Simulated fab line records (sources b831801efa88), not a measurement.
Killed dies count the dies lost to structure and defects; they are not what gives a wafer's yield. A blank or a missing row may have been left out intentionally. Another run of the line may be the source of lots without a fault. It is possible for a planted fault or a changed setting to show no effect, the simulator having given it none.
fab line records	flow sky130
[record] lots = 13	wafers = 39	last-day = 50
route steps=708 shown GATE_OXIDE@197 LDD_P@266 LDD_HVN@269 LDD_HVP@288
lots that met no fault: from a run of the same line without faults
start-h: the number of hours between the record's first day and the start of the first shown wafer of the lot	wait-h: hours elapsed since this lot's preceding step	" unchanged from the row above	L1.1+2: several wafers, shown together as one row	- no value, or no start given	* or withheld: withheld	< > ~ a bound
route shown NAME@n: names a module that has steps shown in the file, with the first one's number in the route	usual: the fault-free wafers' mean and standard deviation	same: alike in all rows	chamber/n: place in a boat	sites: each site's reading	_std_site: the standard deviation of these	_edge_site: the outer-site mean with the inner-site mean subtracted	radius-mm: how far each site lies from the wafer's centre	mask NAME#n: copy n	behind: tool/chamber where the wafer was last shaped	hold: cause of the lot's hold/its duration in hours/its outcome	device: the transistor (n, p or np) that didn't switch	end of line: at the end of the route, the tests of the same wafers	a step given without rows: its recipe and nothing more	killed: count of dies lost to structure and defects at first sort (not the wafer's yield)	map: a wafer's dies, x killed, . not, _ none there
set.NAME: the run value of the setting; set.NAME@STEP: its run value at that earlier step	model.NAME: the simulator's own value behind a step, which no gauge read
one table for each step of the route and one row for each wafer, over a sample of lots
services: the hour from which a tool's chamber was out of use, counted from the record's first day as start-h (under 0 if before that day), plus the number of hours and why
[[steps]]
[step SKY_GATE_OXIDE_OVL_MEAS_10]
[usual] GATE_OXIDE_OVL = 1.0/1.3
lot.wafer	tool	chamber	start-h	wait-h	GATE_OXIDE_OVL[nm]
L515.2	overlay-02	-	335.24	0.1	2.1
L515.3	"	-	"	"	2.0
L515.5	"	-	"	"	1.9
L517.1	overlay-01	-	348.79	0.1	-0.2
L517.2	"	-	"	"	0.2
L517.6	"	-	"	"	2.1
L518.2	overlay-02	-	351.06	0.1	2.7
L518.3	"	-	"	"	2.0
L518.4	"	-	"	"	1.8
L519.1	overlay-01	-	353.16	0.1	1.6
L519.3	"	-	"	"	0.8
L519.6	"	-	"	"	-2.2
L521.1	overlay-02	-	372.49	0.1	2.1
L521.4	"	-	"	"	1.1
L521.6	"	-	"	"	2.5
L522.1	overlay-01	-	386.50	0.1	1.6
L522.5	"	-	"	"	1.9
L522.6	"	-	"	"	0.3
L523.2	overlay-02	-	392.04	0.1	2.3
L523.3	"	-	"	"	2.5
L523.5	"	-	"	"	1.7
L526.1	overlay-01	-	409.00	0.1	0.8
L526.4	"	-	"	"	1.0
L526.5	"	-	"	"	1.8
L532.1	overlay-02	-	462.39	0.1	1.0
L532.5	"	-	"	"	1.3
L532.6	"	-	"	"	2.1
L533.2	overlay-01	-	470.59	0.1	1.0
L533.3	"	-	"	"	-0.4
L533.6	"	-	"	"	0.0
L535.2	overlay-01	-	498.16	0.1	1.3
L535.4	"	-	"	"	1.3
L535.5	"	-	"	"	0.7
L536.3	overlay-02	-	498.43	0.1	2.1
L536.4	"	-	"	"	2.0
L536.5	"	-	"	"	0.4
L537.1	overlay-02	-	505.69	0.1	-0.7
L537.3	"	-	"	"	-0.2
L537.5	"	-	"	"	-0.8
[step SKY_LDD_P_TW_MEAS_11]
[usual] LDD_P_TW = 638/3.3
lot.wafer	tool	chamber	start-h	wait-h	LDD_P_TW
L515.2	film-metro-02	-	461.62	0.1	635
L515.3	"	-	"	"	635
L515.5	"	-	"	"	640
L517.1	film-metro-04	-	478.36	0.1	640
L517.2	"	-	"	"	640
L517.6	"	-	"	"	638
L518.2	film-metro-02	-	484.92	0.1	639
L518.3	"	-	"	"	642
L518.4	"	-	"	"	639
L519.1	film-metro-03	-	487.71	0.1	641
L519.3	"	-	"	"	642
L519.6	"	-	"	"	641
L521.1	film-metro-04	-	505.45	0.1	641
L521.4	"	-	"	"	642
L521.6	"	-	"	"	641
L522.1	film-metro-04	-	518.99	0.1	640
L522.5	"	-	"	"	641
L522.6	"	-	"	"	636
L523.2	film-metro-04	-	526.68	0.1	644
L523.3	"	-	"	"	641
L523.5	"	-	"	"	641
L526.1	film-metro-03	-	540.46	0.1	641
L526.4	"	-	"	"	635
L526.5	"	-	"	"	639
L532.1	film-metro-04	-	591.96	0.1	639
L532.5	"	-	"	"	639
L532.6	"	-	"	"	640
L533.2	film-metro-04	-	602.30	0.1	637
L533.3	"	-	"	"	635
L533.6	"	-	"	"	632
L535.2	film-metro-04	-	623.75	0.1	637
L535.4	"	-	"	"	638
L535.5	"	-	"	"	635
L536.3	film-metro-02	-	628.13	0.1	640
L536.4	"	-	"	"	641
L536.5	"	-	"	"	634
L537.1	film-metro-04	-	631.41	0.1	633
L537.3	"	-	"	"	632
L537.5	"	-	"	"	633
[step SKY_LDD_HVN_COAT_02]
[recipe] resist = NOVOLAK	spin-rpm = 3000	resist-thk-nm = 300
lot.wafer	tool	chamber	start-h	wait-h
L515.2+3+5	litho-track-03	0	476.61	0.1
L517.1+2+6	litho-track-03	0	494.09	0.1
L518.2+3+4	litho-track-01	0	500.45	0.1
L519.1+3+6	litho-track-01	0	502.83	0.1
L521.1+4+6	litho-track-01	0	520.33	0.1
L522.1+5+6	litho-track-01	0	533.83	0.1
L523.2+3+5	litho-track-01	0	540.25	0.1
L526.1+4+5	litho-track-01	0	554.78	0.1
L532.1+5+6	litho-track-04	0	606.30	0.1
L533.2+3+6	litho-track-01	0	617.05	0.1
L535.2+4+5	litho-track-01	0	637.85	0.1
L536.3+4+5	litho-track-04	0	642.00	0.1
L537.1+3+5	litho-track-03	0	645.49	0.1
[step SKY_LDD_HVN_STRIP_09]
[recipe] chemistry = O2/N2	power-w = 1400	pressure-mtorr = 1500	platen-temp-c = withheld	o2-flow-sccm = 3000	n2-flow-sccm = 300	overash-fraction = 0.5
[usual] drypump-motor-current-A = 5.6/0.48	oes-product-au = 0.408/0.0044	strip-time-to-endpoint-s = 4.136/0.016
lot.wafer	tool	chamber	start-h	wait-h	drypump-motor-current-A	oes-product-au	rf-hours-counter-h	strip-time-to-endpoint-s
L515.2	plasma-asher-03	1	492.88	0.1	6.4	0.412	37	4.148
L515.3	"	0	"	"	4.9	0.407	-	4.148
L515.5	"	0	"	"	4.9	0.409	-	4.150
L517.1	plasma-asher-03	0	509.54	0.1	4.9	0.411	39	4.148
L517.2	"	1	"	"	6.3	0.406	39	4.137
L517.6	"	1	"	"	6.3	0.410	-	4.152
L518.2	plasma-asher-02	0	515.72	0.1	4.9	0.413	8	4.102
L518.3	"	1	"	"	5.4	0.403	-	4.122
L518.4	"	0	"	"	4.9	0.408	-	4.125
L519.1	plasma-asher-02	0	518.74	0.1	4.9	0.406	8	4.138
L519.3	"	1	"	"	5.4	0.402	-	4.139
L519.6	"	0	"	"	4.9	0.408	-	4.104
L521.1	plasma-asher-02	0	536.16	0.1	4.9	0.404	10	4.126
L521.4	"	0	"	"	4.9	0.413	-	4.107
L521.6	"	0	"	"	4.9	0.402	-	4.105
L522.1	plasma-asher-04	0	548.79	0.1	5.8	0.337	72	2.535
L522.5	"	1	"	"	6.0	0.344	-	2.547
L522.6	"	0	"	"	5.8	0.337	-	2.527
L523.2	plasma-asher-03	1	555.56	0.1	6.3	0.343	44	2.564
L523.3	"	0	"	"	4.9	0.336	-	2.555
L523.5	"	0	"	"	4.9	0.343	-	2.549
L526.1	plasma-asher-04	0	569.87	0.1	5.7	0.344	74	2.553
L526.4	"	1	"	"	6.0	0.342	-	2.560
L526.5	"	1	"	"	6.0	0.351	-	2.532
L532.1	plasma-asher-02	1	621.02	0.1	5.4	0.412	18	4.166
L532.5	"	0	"	"	5.0	0.406	-	4.138
L532.6	"	1	"	"	5.4	0.411	-	4.121
L533.2	plasma-asher-04	0	631.49	0.1	5.7	0.407	81	4.146
L533.3	"	1	"	"	6.0	0.409	-	4.115
L533.6	"	0	"	"	5.7	0.405	-	4.117
L535.2	plasma-asher-04	1	652.02	0.1	6.0	0.404	83	4.116
L535.4	"	1	"	"	6.0	0.400	-	4.126
L535.5	"	1	"	"	6.0	0.398	-	4.114
L536.3	plasma-asher-02	1	656.16	0.1	5.4	0.417	-	4.146
L536.4	"	0	"	"	5.0	0.404	-	4.155
L536.5	"	1	"	"	5.4	0.411	-	4.136
L537.1	plasma-asher-04	1	659.51	0.1	6.0	0.407	84	4.135
L537.3	"	0	"	"	5.8	0.412	-	4.130
L537.5	"	1	"	"	6.0	0.406	-	4.119
[step SKY_LDD_HVP_TW_MEAS_10]
[usual] LDD_HVP_TW = 458.6/2.8
lot.wafer	tool	chamber	start-h	wait-h	LDD_HVP_TW
L515.2	film-metro-01	-	523.47	0.1	463.1
L515.3	"	-	"	"	461.2
L515.5	"	-	"	"	462.1
L517.1	film-metro-01	-	539.87	0.1	460.3
L517.2	"	-	"	"	459.2
L517.6	"	-	"	"	457.9
L518.2	film-metro-02	-	546.16	0.1	456.1
L518.3	"	-	"	"	456.0
L518.4	"	-	"	"	455.9
L519.1	film-metro-01	-	548.72	0.1	457.4
L519.3	"	-	"	"	459.1
L519.6	"	-	"	"	457.0
L521.1	film-metro-04	-	566.66	0.1	461.9
L521.4	"	-	"	"	459.6
L521.6	"	-	"	"	463.3
L522.1	film-metro-02	-	578.85	0.1	460.1
L522.5	"	-	"	"	461.1
L522.6	"	-	"	"	462.1
L523.2	film-metro-04	-	585.41	0.1	462.3
L523.3	"	-	"	"	463.0
L523.5	"	-	"	"	461.5
L526.1	film-metro-01	-	599.45	0.1	466.8
L526.4	"	-	"	"	466.5
L526.5	"	-	"	"	468.5
L532.1	film-metro-04	-	650.00	0.1	454.2
L532.5	"	-	"	"	456.7
L532.6	"	-	"	"	459.0
L533.2	film-metro-04	-	660.72	0.1	456.2
L533.3	"	-	"	"	459.7
L533.6	"	-	"	"	456.6
L535.2	film-metro-02	-	680.71	0.1	453.7
L535.4	"	-	"	"	457.5
L535.5	"	-	"	"	455.6
L536.3	film-metro-04	-	684.39	0.1	459.6
L536.4	"	-	"	"	457.4
L536.5	"	-	"	"	458.3
L537.1	film-metro-01	-	687.67	0.1	460.6
L537.3	"	-	"	"	460.8
L537.5	"	-	"	"	460.7
[[services]]
tool	chamber	start-h	hours	kind
plasma-asher-02	-	498.19	2.2	repair
plasma-asher-03	-	585.74	2.3	repair
plasma-asher-02	-	592.44	2.4	repair
plasma-asher-03	-	631.27	15.2	pm
[[key]]
[first-sign] step = SKY_LDD_HVN_STRIP_09	reading = strip-time-to-endpoint-s	direction = down	sigmas = 98	usual = *	struck = *
[effect] step = SKY_LDD_HVN_STRIP_09	reading = oes-product-au	direction = down	sigmas = 15	usual = 0.408	struck = 0.342
[effect] step = SKY_LDD_HVP_TW_MEAS_10	reading = LDD_HVP_TW	direction = up	sigmas = 1.7	usual = 458.6	struck = 463.5
met-at SKY_LDD_HVN_COAT_02
struck-lots L522,L523,L526
tester-left-out L522,L523,L526
not-acting-at SKY_GATE_OXIDE_OVL_MEAS_10,SKY_LDD_P_TW_MEAS_11,SKY_LDD_HVP_TW_MEAS_10
onset-between 520.33 533.83
[fault] kind = process-parameter-drift	tool = litho-track-01	chamber = -	onset-h = 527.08	steps = SKY_LDD_HVN_COAT_02	channel = resist-thk-nm	offset = -120.26	shape = step	end-h = 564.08	acts-in = these-recipes-only	stated = 300
// tester-left-out: of these lots the tester's yield and bins aren't shown, on N5 and GAA mostly nor the transistor test; their killed dies are dies lost to structure and defects alone, not to doping, threshold or leakage, so they don't give the yield
